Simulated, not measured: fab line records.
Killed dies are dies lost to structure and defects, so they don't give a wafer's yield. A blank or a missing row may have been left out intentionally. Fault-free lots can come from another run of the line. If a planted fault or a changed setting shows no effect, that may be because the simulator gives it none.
One fault seen from 2 desks / flow sky130 / each desk holds nothing but its own numbers, with what lay behind them at the end

DESK OF THE TOOL OWNER: plasma_asher-02
The tool's own readings at SKY_LDD_LDN_STRIP_12 (strips in O2/N2): means of the sampled wafers that have a number, for each lot that ran on this tool. Marked OUT: a lot whose mean sits more than 4 standard deviations from the usual mean, which makes it out of limits; the brackets give that distance.
Columns: A = chamber_pressure_mTorr at SKY_LDD_LDN_STRIP_12, usual 1499.9 mTorr; B = drypump_motor_current_A at SKY_LDD_LDN_STRIP_12, usual 5.7 A; C = oes_product_au at SKY_LDD_LDN_STRIP_12, usual 0.715 a.u.; D = strip_time_to_endpoint_s at SKY_LDD_LDN_STRIP_12, usual 14.19 s
lot=L133; first seen here=day 22 10:05; A=1500.2; B=5.6; C=0.714; D=14.18
lot=L138; first seen here=day 25 17:28; A=1499.3; B=5.9; C=0.714; D=14.25
lot=L139; first seen here=day 25 21:11; A=1499.4; B=5.6; C=0.720; D=14.17
lot=L142; first seen here=day 26 01:56; A=1500.7; B=5.6; C=0.718; D=14.17
lot=L146; first seen here=day 27 17:47; A=1501.3; B=5.6; C=0.716; D=14.19
lot=L151; first seen here=day 29 20:40; A=1500.1; B=5.4; C=0.712; D=14.15
lot=L155; first seen here=day 30 12:37; A=1500.6; B=5.6; C=0.715; D=14.21
Finding of this desk: none of the 7 lots has anything out of limits.

AT THE METROLOGY DESK
Means of the sampled wafers that have a number, per lot and without regard to the tool the lot ran on: this is what the gauges read. Marked OUT: a lot whose mean sits more than 4 standard deviations from the usual mean, which makes it out of limits; the brackets give that distance.
Columns: A = METAL5_ALCU_THK at SKY_METAL5_THK_MEAS_06, usual 1157 nm
lot=L133; first seen here=day 42 10:40; A=1166
lot=L134; first seen here=day 43 11:26; A=1160
lot=L138; first seen here=day 44 23:50; A=1146
lot=L139; first seen here=day 45 02:46; A=1180
lot=L142; first seen here=day 45 04:37; A=1155
lot=L141; first seen here=day 45 07:10; A=1143
lot=L146; first seen here=day 46 11:15; A=1147
lot=L148; first seen here=day 46 20:11; A=1168
lot=L151; first seen here=day 48 00:47; A=1163
lot=L153; first seen here=day 48 10:28; A=1149
lot=L155; first seen here=day 48 12:05; A=1159
Finding of this desk: none of the 11 lots has anything out of limits.

BROUGHT TOGETHER
The desk of the tool owner found nothing out of limits.
At the metrology desk, nothing out of limits was observed.

WHAT WAS PUT IN BY THE SIMULATOR
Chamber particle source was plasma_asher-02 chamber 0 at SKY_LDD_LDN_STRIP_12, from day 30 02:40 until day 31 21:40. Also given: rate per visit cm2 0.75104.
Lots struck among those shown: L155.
